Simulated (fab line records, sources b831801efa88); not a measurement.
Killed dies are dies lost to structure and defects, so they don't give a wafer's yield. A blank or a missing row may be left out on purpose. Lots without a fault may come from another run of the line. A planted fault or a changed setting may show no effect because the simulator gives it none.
fab line records | flow sky130
record lots=24 wafers=72 last_day=50
route steps=708 shown PWDE@52 LI_CONTACT@382 VIA3@585 METAL4@601
lots that met no fault: from a run of the same line without faults
start_h: hours from the record's first day to the start of the lot's first wafer shown | wait_h: hours since the lot's step before | " the same as in the row above | L1.1+2: a row that stands for several wafers | - no value, or no start given | * or withheld: withheld | < > ~ a bound
route shown NAME@n: a module of which the file shows steps, and the number in the route of the first | usual: mean/standard deviation of fault-free wafers | same: alike in all rows | chamber/n: place in a boat | sites: the reading at each site | _std_site: their standard deviation | _edge_site: outer sites' mean less inner sites' | radius_mm: how far each site lies from the wafer's centre | mask NAME#n: copy n | behind: the tool/chamber that last shaped the wafer | hold: why the lot was held/for how many hours/how that ended | device: the transistor (n, p or np) that didn't switch | end of line: the same wafers' tests at the end of the route | a step without rows: its recipe alone | killed: dies lost to structure and defects at the first sort, not the wafer's yield | map: a wafer's dies, x killed, . not, _ none there
set.NAME: the setting as run; set.NAME@STEP: as run at that earlier step | model.NAME: the simulator's own value behind a step, which no gauge read
steps of the route over a sample of lots; a table a step, a row a wafer
services: from which hour (start_h, from the record's first day; less than 0 if before it) a tool's chamber was out of use, for how many hours, and why
## steps
# step SKY_PWDE_OVL_MEAS_07
# usual PWDE_OVL=0.8/1.5
# columns lot.wafer tool chamber start_h wait_h PWDE_OVL[nm]
L074.3 overlay-01 - 71.05 - 2.6
L074.4 " - " " 1.8
L074.6 " - " " 1.2
L075.1 overlay-02 - 78.18 - 0.0
L075.2 " - " " 0.5
L075.4 " - " " 1.2
L077.1 overlay-01 - 84.99 - 0.8
L077.4 " - " " 1.6
L077.5 " - " " 0.2
L076.3 overlay-02 - 85.65 - -0.8
L076.4 " - " " 0.3
L076.6 " - " " -1.1
L078.2 overlay-01 - 90.83 - -0.9
L078.5 " - " " -1.0
L078.6 " - " " -2.2
L079.1 overlay-01 - 98.09 - -0.2
L079.2 " - " " -0.5
L079.6 " - " " 0.3
L080.3 overlay-02 - 105.69 - 2.2
L080.4 " - " " 1.1
L080.6 " - " " 1.8
L081.1 overlay-02 - 109.14 - 1.4
L081.3 " - " " 1.6
L081.5 " - " " 1.7
L082.1 overlay-02 - 114.43 - 0.7
L082.3 " - " " 1.3
L082.5 " - " " 0.9
L083.1 overlay-02 - 121.78 - 2.3
L083.3 " - " " 1.1
L083.5 " - " " 1.9
L084.1 overlay-01 - 125.84 - -1.5
L084.2 " - " " -2.2
L084.6 " - " " -1.8
L085.2 overlay-01 - 129.99 - -1.7
L085.3 " - " " -0.2
L085.5 " - " " -0.4
L086.1 overlay-02 - 135.69 - -0.7
L086.5 " - " " 1.0
L086.6 " - " " -0.2
L087.3 overlay-02 - 142.15 - 1.7
L087.4 " - " " 1.6
L087.6 " - " " 1.6
L088.1 overlay-01 - 145.19 - 0.6
L088.4 " - " " 1.5
L088.6 " - " " 0.6
L089.1 overlay-01 - 153.49 - 1.0
L089.5 " - " " 0.9
L089.6 " - " " 1.1
L090.1 overlay-02 - 157.29 - 2.2
L090.3 " - " " 3.2
L090.6 " - " " 4.2
L091.3 overlay-02 - 164.10 - 1.1
L091.4 " - " " 1.1
L091.6 " - " " 1.2
L092.1 overlay-02 - 170.43 - -1.9
L092.4 " - " " -0.7
L092.5 " - " " -0.1
L093.2 overlay-01 - 174.84 - -2.5
L093.5 " - " " -0.8
L093.6 " - " " -0.5
L094.1 overlay-02 - 190.23 - 1.0
L094.2 " - " " 0.5
L094.6 " - " " 0.4
L095.1 overlay-02 - 206.78 - -0.3
L095.4 " - " " 1.6
L095.6 " - " " 1.0
L096.2 overlay-02 - 207.14 - 5.3
L096.5 " - " " 3.9
L096.6 " - " " 3.0
L097.3 overlay-02 - 209.84 - 3.1
L097.5 " - " " 1.2
L097.6 " - " " 1.5
# step SKY_LI_CONTACT_SPUTTER_20
# recipe material=TiN target_thk_nm=20 chamber_pressure_pa=5 power_w=4000 time_s=80
# usual throttle_valve_pct=30.0/1.1
# columns lot.wafer tool chamber start_h wait_h throttle_valve_pct
L074.3 pvd_sputter-04 - 683.45 0.0 30.8
L074.4 " - " " 29.3
L074.6 " - " " 31.0
L076.3 pvd_sputter-01 - 696.54 0.0 31.1
L076.4 " - " " 29.2
L076.6 " - " " 31.0
L077.1 pvd_sputter-02 - 698.59 0.0 29.0
L077.4 " - " " 29.0
L077.5 " - " " 28.8
L075.1 pvd_sputter-04 - 700.64 0.0 31.0
L075.2 " - " " 29.5
L075.4 " - " " 31.3
L078.2 pvd_sputter-01 - 701.00 0.0 31.1
L078.5 " - " " 29.0
L078.6 " - " " 28.9
L079.1 pvd_sputter-02 - 720.64 0.0 31.7
L079.2 " - " " 29.2
L079.6 " - " " 29.3
L080.3 pvd_sputter-04 - 728.38 0.0 29.3
L080.4 " - " " 30.7
L080.6 " - " " 31.1
L081.1 pvd_sputter-04 - 731.34 0.0 30.8
L081.3 " - " " 30.8
L081.5 " - " " 29.5
L082.1 pvd_sputter-01 - 737.64 0.0 31.3
L082.3 " - " " 28.9
L082.5 " - " " 29.2
L083.1 pvd_sputter-01 - 742.14 0.0 31.4
L083.3 " - " " 29.1
L083.5 " - " " 30.9
L084.1 pvd_sputter-01 - 748.74 0.0 29.1
L084.2 " - " " 31.2
L084.6 " - " " 31.5
L085.2 pvd_sputter-01 - 755.94 0.0 28.9
L085.3 " - " " 29.3
L085.5 " - " " 31.1
L086.1 pvd_sputter-02 - 764.29 0.0 31.6
L086.5 " - " " 29.2
L086.6 " - " " 29.1
L087.3 pvd_sputter-01 - 768.34 0.0 28.9
L087.4 " - " " 29.0
L087.6 " - " " 31.3
L088.1 pvd_sputter-04 - 773.44 0.0 30.8
L088.4 " - " " 31.0
L088.6 " - " " 30.9
L089.1 pvd_sputter-02 - 789.61 0.0 31.7
L089.5 " - " " 28.9
L089.6 " - " " 31.6
L090.1 pvd_sputter-02 - 793.53 0.0 28.7
L090.3 " - " " 31.9
L090.6 " - " " 31.5
L091.3 pvd_sputter-02 - 803.94 0.0 28.8
L091.4 " - " " 29.2
L091.6 " - " " 31.6
L092.1 pvd_sputter-01 - 812.27 0.0 31.3
L092.4 " - " " 30.9
L092.5 " - " " 31.4
L093.2 pvd_sputter-02 - 816.38 0.0 28.9
L093.5 " - " " 28.9
L093.6 " - " " 31.5
L094.1 pvd_sputter-02 - 835.54 0.0 31.8
L094.2 " - " " 28.8
L094.6 " - " " 31.6
L095.1 pvd_sputter-02 - 850.29 0.0 29.1
L095.4 " - " " 28.9
L095.6 " - " " 28.9
L097.3 pvd_sputter-04 - 852.81 0.0 30.9
L097.5 " - " " 30.9
L097.6 " - " " 30.8
L096.2 pvd_sputter-02 - 853.69 0.0 28.7
L096.5 " - " " 28.6
L096.6 " - " " 29.2
# step SKY_VIA3_CD_MEAS_12
# recipe target_cd_nm=200
# usual cd_nm=200.2/1.3
# columns lot.wafer tool chamber start_h wait_h cd_nm
L074.3 cd_sem-01 - 930.92 - 200.0
L074.4 " - " " 199.1
L074.6 " - " " 201.6
L076.3 cd_sem-02 - 941.58 - 201.2
L076.4 " - " " 201.5
L076.6 " - " " 200.9
L077.1 cd_sem-02 - 943.68 - 202.5
L077.4 " - " " 202.9
L077.5 " - " " 201.8
L075.1 cd_sem-02 - 946.54 - 197.1
L075.2 " - " " 199.0
L075.4 " - " " 199.3
L078.2 cd_sem-01 - 947.35 - 199.4
L078.5 " - " " 199.3
L078.6 " - " " 198.9
L079.1 cd_sem-01 - 964.18 - 199.3
L079.2 " - " " 199.5
L079.6 " - " " 200.4
L080.3 cd_sem-01 - 971.48 - 197.2
L080.4 " - " " 198.7
L080.6 " - " " 198.3
L081.1 cd_sem-01 - 973.88 - 199.2
L081.3 " - " " 199.5
L081.5 " - " " 199.2
L082.1 cd_sem-02 - 978.38 - 199.3
L082.3 " - " " 200.7
L082.5 " - " " 199.3
L083.1 cd_sem-01 - 981.83 - 201.1
L083.3 " - " " 199.3
L083.5 " - " " 200.0
L084.1 cd_sem-02 - 989.13 - 198.4
L084.2 " - " " 198.7
L084.6 " - " " 199.8
L085.2 cd_sem-02 - 995.65 - 198.5
L085.3 " - " " 199.4
L085.5 " - " " 199.4
L086.1 cd_sem-02 - 1004.24 - 201.0
L086.5 " - " " 200.3
L086.6 " - " " 199.3
L087.3 cd_sem-01 - 1005.53 - 202.4
L087.4 " - " " 202.1
L087.6 " - " " 202.1
L088.1 cd_sem-02 - 1009.84 - 199.1
L088.4 " - " " 199.1
L088.6 " - " " 198.7
L089.1 cd_sem-02 - 1025.73 - 200.7
L089.5 " - " " 200.0
L089.6 " - " " 201.2
L090.1 cd_sem-01 - 1028.83 - 200.1
L090.3 " - " " 199.7
L090.6 " - " " 200.1
L091.3 cd_sem-02 - 1037.52 - 201.9
L091.4 " - " " 201.9
L091.6 " - " " 201.9
L092.1 cd_sem-02 - 1042.24 - 201.3
L092.4 " - " " 199.4
L092.5 " - " " 201.2
L093.2 cd_sem-02 - 1047.05 - 200.4
L093.5 " - " " 200.5
L093.6 " - " " 200.5
L094.1 cd_sem-01 - 1061.78 - 198.7
L094.2 " - " " 200.4
L094.6 " - " " 199.8
L095.1 cd_sem-02 - 1078.14 - 198.6
L095.4 " - " " 199.2
L095.6 " - " " 199.5
L097.3 cd_sem-02 - 1078.67 - 201.0
L097.5 " - " " 201.3
L097.6 " - " " 200.9
L096.2 cd_sem-02 - 1078.90 - 201.5
L096.5 " - " " 202.2
L096.6 " - " " 201.9
# step SKY_METAL4_SPUTTER_03
# recipe material=Ti target_thk_nm=5 power_w=3000 time_s=3.3 chamber_pressure_pa=0.4
# usual throttle_valve_pct=30.3/0.89
# columns lot.wafer tool chamber start_h wait_h throttle_valve_pct
L074.3 pvd_sputter-03 - 932.52 0.0 29.3
L074.4 " - " " 31.2
L074.6 " - " " 31.1
L076.3 pvd_sputter-03 - 943.22 0.0 29.3
L076.4 " - " " 31.2
L076.6 " - " " 31.0
L077.1 pvd_sputter-01 - 945.68 0.0 29.1
L077.4 " - " " 29.1
L077.5 " - " " 30.9
L075.1 pvd_sputter-01 - 948.21 0.0 29.2
L075.2 " - " " 31.2
L075.4 " - " " 31.1
L078.2 pvd_sputter-03 - 948.93 0.0 29.4
L078.5 " - " " 31.1
L078.6 " - " " 29.4
L079.1 pvd_sputter-01 - 965.85 0.0 30.9
L079.2 " - " " 29.2
L079.6 " - " " 29.2
L080.3 pvd_sputter-03 - 973.04 0.0 30.9
L080.4 " - " " 29.5
L080.6 " - " " 28.7
L081.1 pvd_sputter-04 - 975.48 0.0 30.6
L081.3 " - " " 30.9
L081.5 " - " " 30.9
L082.1 pvd_sputter-04 - 979.98 0.0 31.0
L082.3 " - " " 30.7
L082.5 " - " " 31.0
L083.1 pvd_sputter-03 - 983.43 0.0 31.0
L083.3 " - " " 28.5
L083.5 " - " " 31.2
L084.1 pvd_sputter-03 - 990.77 0.0 28.4
L084.2 " - " " 31.2
L084.6 " - " " 29.5
L085.2 pvd_sputter-04 - 997.23 0.0 29.7
L085.3 " - " " 30.7
L085.5 " - " " 31.1
L086.1 pvd_sputter-03 - 1005.97 0.0 31.1
L086.5 " - " " 31.0
L086.6 " - " " 31.1
L087.3 pvd_sputter-04 - 1007.10 0.0 31.3
L087.4 " - " " 30.7
L087.6 " - " " 29.5
L088.1 pvd_sputter-03 - 1011.44 0.0 31.0
L088.4 " - " " 30.7
L088.6 " - " " 31.0
L089.1 pvd_sputter-04 - 1027.33 0.0 31.0
L089.5 " - " " 29.7
L089.6 " - " " 30.7
L090.1 pvd_sputter-03 - 1030.63 0.0 29.5
L090.3 " - " " 31.2
L090.6 " - " " 30.9
L091.3 pvd_sputter-04 - 1039.08 0.0 29.5
L091.4 " - " " 31.0
L091.6 " - " " 30.8
L092.1 pvd_sputter-01 - 1043.84 0.0 31.1
L092.4 " - " " 29.1
L092.5 " - " " 29.2
L093.2 pvd_sputter-04 - 1048.67 0.0 29.5
L093.5 " - " " 30.7
L093.6 " - " " 29.5
L094.1 pvd_sputter-04 - 1063.38 0.0 30.7
L094.2 " - " " 29.4
L094.6 " - " " 31.0
L095.1 pvd_sputter-04 - 1079.75 0.0 29.6
L095.4 " - " " 30.7
L095.6 " - " " 30.9
L097.3 pvd_sputter-01 - 1080.23 0.0 29.1
L097.5 " - " " 31.3
L097.6 " - " " 29.1
L096.2 pvd_sputter-01 - 1080.54 0.0 31.3
L096.5 " - " " 30.9
L096.6 " - " " 29.2
# step SKY_METAL4_SPUTTER_04
# recipe material=TiN target_thk_nm=70 power_w=6500 time_s=58.3 chamber_pressure_pa=0.4
# usual throttle_valve_pct=30.3/0.93
# columns lot.wafer tool chamber start_h wait_h throttle_valve_pct
L074.3 pvd_sputter-03 - 932.54 0.0 29.5
L074.4 " - " " 31.1
L074.6 " - " " 31.2
L076.3 pvd_sputter-03 - 943.24 0.0 29.6
L076.4 " - " " 31.1
L076.6 " - " " 30.9
L077.1 pvd_sputter-01 - 945.70 0.0 28.9
L077.4 " - " " 29.0
L077.5 " - " " 31.1
L075.1 pvd_sputter-01 - 948.23 0.0 29.1
L075.2 " - " " 31.2
L075.4 " - " " 31.0
L078.2 pvd_sputter-03 - 948.95 0.0 29.5
L078.5 " - " " 31.2
L078.6 " - " " 29.4
L079.1 pvd_sputter-01 - 965.86 0.0 31.0
L079.2 " - " " 29.3
L079.6 " - " " 29.0
L080.3 pvd_sputter-03 - 973.06 0.0 30.8
L080.4 " - " " 29.0
L080.6 " - " " 28.8
L081.1 pvd_sputter-04 - 975.50 0.0 31.2
L081.3 " - " " 30.8
L081.5 " - " " 31.2
L082.1 pvd_sputter-04 - 979.99 0.0 30.9
L082.3 " - " " 30.9
L082.5 " - " " 31.0
L083.1 pvd_sputter-03 - 983.44 0.0 31.5
L083.3 " - " " 28.5
L083.5 " - " " 31.2
L084.1 pvd_sputter-03 - 990.79 0.0 28.7
L084.2 " - " " 31.1
L084.6 " - " " 29.4
L085.2 pvd_sputter-04 - 997.25 0.0 29.2
L085.3 " - " " 30.8
L085.5 " - " " 31.0
L086.1 pvd_sputter-03 - 1005.99 0.0 31.1
L086.5 " - " " 30.9
L086.6 " - " " 31.0
L087.3 pvd_sputter-04 - 1007.12 0.0 30.8
L087.4 " - " " 30.9
L087.6 " - " " 29.2
L088.1 pvd_sputter-03 - 1011.46 0.0 31.1
L088.4 " - " " 30.9
L088.6 " - " " 31.2
L089.1 pvd_sputter-04 - 1027.35 0.0 30.8
L089.5 " - " " 29.3
L089.6 " - " " 31.1
L090.1 pvd_sputter-03 - 1030.65 0.0 29.2
L090.3 " - " " 30.9
L090.6 " - " " 30.8
L091.3 pvd_sputter-04 - 1039.10 0.0 29.1
L091.4 " - " " 31.3
L091.6 " - " " 30.9
L092.1 pvd_sputter-01 - 1043.86 0.0 31.0
L092.4 " - " " 28.9
L092.5 " - " " 28.9
L093.2 pvd_sputter-04 - 1048.68 0.0 29.6
L093.5 " - " " 31.1
L093.6 " - " " 29.3
L094.1 pvd_sputter-04 - 1063.40 0.0 30.7
L094.2 " - " " 29.4
L094.6 " - " " 30.9
L095.1 pvd_sputter-04 - 1079.77 0.0 29.3
L095.4 " - " " 30.9
L095.6 " - " " 30.8
L097.3 pvd_sputter-01 - 1080.25 0.0 29.2
L097.5 " - " " 31.2
L097.6 " - " " 29.1
L096.2 pvd_sputter-01 - 1080.56 0.0 31.0
L096.5 " - " " 30.9
L096.6 " - " " 28.8
# step SKY_METAL4_DESCUM_15
# recipe chemistry=O2 source_power_w=150 bias_power_w=0 pressure_mtorr=10 temp_c=40 time_s=8
# usual drypump_motor_current_A=5.61/0.092 oes_product_au=1.000/0.0084 rf_fwd_power_W=147.4/0.72 temp_c=40.01/0.11
# columns lot.wafer tool chamber start_h wait_h drypump_motor_current_A oes_product_au rf_fwd_power_W rf_hours_counter_h temp_c
L074.3 rie_metal-03 1 980.50 0.0 5.75 0.998 146.8 - 39.79
L074.4 " 0 " " 5.64 1.002 146.6 - 40.11
L074.6 " 0 " " 5.63 1.004 147.0 - 39.88
L076.3 rie_metal-04 1 991.45 0.0 5.50 0.996 146.4 - 40.04
L076.4 " 0 " " 5.64 1.013 148.0 - 40.02
L076.6 " 1 " " 5.47 0.982 146.8 - 40.11
L077.1 rie_metal-02 1 993.19 0.0 5.59 1.014 147.3 12 39.95
L077.4 " 1 " " 5.60 0.996 147.1 - 40.06
L077.5 " 1 " " 5.65 1.005 147.9 - 39.97
L075.1 rie_metal-02 1 995.59 0.0 5.62 0.991 148.1 13 39.90
L075.2 " 1 " " 5.66 0.995 148.2 - 39.84
L075.4 " 1 " " 5.64 0.995 147.8 - 39.90
L078.2 rie_metal-02 1 996.85 0.0 5.65 0.997 147.7 - 39.90
L078.5 " 1 " " 5.63 1.003 148.5 - 39.96
L078.6 " 1 " " 5.67 1.003 148.5 - 40.06
L079.1 rie_metal-04 1 1012.69 0.0 5.49 0.989 147.6 5 40.08
L079.2 " 1 " " 5.51 0.999 147.1 - 40.31
L079.6 " 1 " " 5.48 0.989 146.9 - 40.29
L080.3 rie_metal-04 1 1020.16 0.0 5.51 0.985 146.6 - 40.06
L080.4 " 1 " " 5.52 0.980 146.8 - 40.12
L080.6 " 1 " " 5.48 0.982 146.9 - 40.01
L081.1 rie_metal-02 0 1021.48 0.0 5.74 1.005 146.9 1 39.77
L081.3 " 0 " " 5.77 1.008 146.8 - 39.97
L081.5 " 0 " " 5.76 1.014 146.4 - 40.01
L082.1 rie_metal-04 1 1026.89 0.0 5.46 0.999 146.5 7 40.08
L082.3 " 1 " " 5.50 0.989 146.8 - 40.01
L082.5 " 1 " " 5.50 0.993 147.0 - 40.31
L083.1 rie_metal-02 1 1029.89 0.0 5.60 1.018 148.5 15 39.94
L083.3 " 0 " " 5.79 1.008 146.9 - 39.87
L083.5 " 0 " " 5.81 1.002 147.4 - 39.92
L084.1 rie_metal-04 1 1036.29 0.0 5.50 0.984 147.5 8 40.27
L084.2 " 0 " " 5.63 0.999 147.8 0 40.09
L084.6 " 0 " " 5.62 1.009 148.6 - 39.95
L085.2 rie_metal-03 1 1043.48 0.0 5.74 0.998 147.2 17 39.85
L085.3 " 0 " " 5.61 0.998 146.9 - 40.20
L085.5 " 1 " " 5.74 1.010 148.2 - 39.93
L086.1 rie_metal-04 0 1051.93 0.0 5.64 0.996 148.3 1 40.05
L086.5 " 0 " " 5.63 1.005 148.1 - 40.03
L086.6 " 1 " " 5.50 0.980 146.9 - 39.73
L087.3 rie_metal-03 0 1053.54 0.0 5.63 1.008 146.8 - 40.08
L087.4 " 1 " " 5.71 1.000 146.4 - 40.00
L087.6 " 1 " " 5.73 0.993 146.3 - 39.97
L088.1 rie_metal-04 1 1056.79 0.0 5.50 0.995 147.2 9 40.07
L088.4 " 1 " " 5.47 1.000 146.9 - 39.97
L088.6 " 0 " " 5.63 0.998 148.3 - 40.02
L089.1 rie_metal-03 1 1072.28 0.0 5.73 0.994 147.3 19 40.04
L089.5 " 0 " " 5.64 0.996 146.7 - 39.99
L089.6 " 1 " " 5.78 0.991 146.4 - 40.05
L090.1 rie_metal-03 1 1075.48 0.0 5.71 1.002 147.0 19 40.07
L090.3 " 1 " " 5.75 0.996 147.4 - 40.06
L090.6 " 0 " " 5.65 1.000 147.4 - 40.00
L091.3 rie_metal-04 1 1083.80 0.0 5.50 0.996 146.1 - 40.13
L091.4 " 0 " " 5.64 1.002 148.4 - 40.01
L091.6 " 0 " " 5.65 1.000 148.5 - 40.00
L092.1 rie_metal-04 1 1087.09 0.0 5.51 0.994 147.7 12 40.01
L092.4 " 1 " " 5.49 0.997 147.0 - 39.93
L092.5 " 1 " " 5.51 0.997 147.1 - 40.02
L093.2 rie_metal-02 0 1091.84 0.0 5.74 0.994 147.0 5 40.10
L093.5 " 1 " " 5.64 1.002 148.6 - 39.87
L093.6 " 0 " " 5.74 1.006 146.5 - 39.97
L094.1 rie_metal-04 1 1106.34 0.0 5.51 0.992 147.1 13 40.02
L094.2 " 0 " " 5.62 1.014 148.2 5 39.96
L094.6 " 1 " " 5.50 1.002 147.5 - 39.96
L095.1 rie_metal-03 1 1120.64 0.0 5.75 0.999 147.0 23 39.99
L095.4 " 0 " " 5.62 1.006 146.6 - 39.98
L095.6 " 0 " " 5.62 1.005 147.1 - 39.96
L097.3 rie_metal-02 0 1121.25 0.0 5.76 1.007 146.4 - 39.87
L097.5 " 0 " " 5.75 1.009 146.7 - 40.12
L097.6 " 1 " " 5.62 1.014 147.7 - 40.07
L096.2 rie_metal-04 0 1121.59 0.0 5.63 1.016 147.9 6 39.77
L096.5 " 0 " " 5.63 1.014 149.1 - 39.99
L096.6 " 1 " " 5.47 0.993 147.0 - 40.11
## services
# columns tool chamber start_h hours kind
rie_metal-04 0 661.70 11.4 repair
rie_metal-02 0 703.97 4.6 repair
pvd_sputter-02 - 710.60 5.0 repair
rie_metal-04 - 756.29 1.4 pm
rie_metal-03 1 807.25 12.8 repair
pvd_sputter-01 - 827.98 10.1 repair
rie_metal-04 0 830.44 20.5 repair
pvd_sputter-01 - 850.88 5.4 repair
pvd_sputter-03 - 862.52 24.1 repair
rie_metal-04 1 886.57 9.0 repair
pvd_sputter-02 - 911.20 1.0 repair
pvd_sputter-03 - 937.20 3.6 repair
rie_metal-02 - 950.38 5.2 repair
rie_metal-04 0 953.71 1.1 repair
pvd_sputter-01 - 969.70 1.8 repair
pvd_sputter-01 - 974.84 60.0 repair
rie_metal-02 0 978.26 2.7 repair
pvd_sputter-04 - 982.18 7.5 repair
rie_metal-02 - 1002.39 0.5 repair
pvd_sputter-04 - 1030.24 6.7 repair
rie_metal-04 0 1073.15 3.6 repair
pvd_sputter-02 - 1103.56 3.2 repair
rie_metal-04 - 1111.63 2.8 pm
rie_metal-02 1 1116.81 1.4 repair
## key
fault none
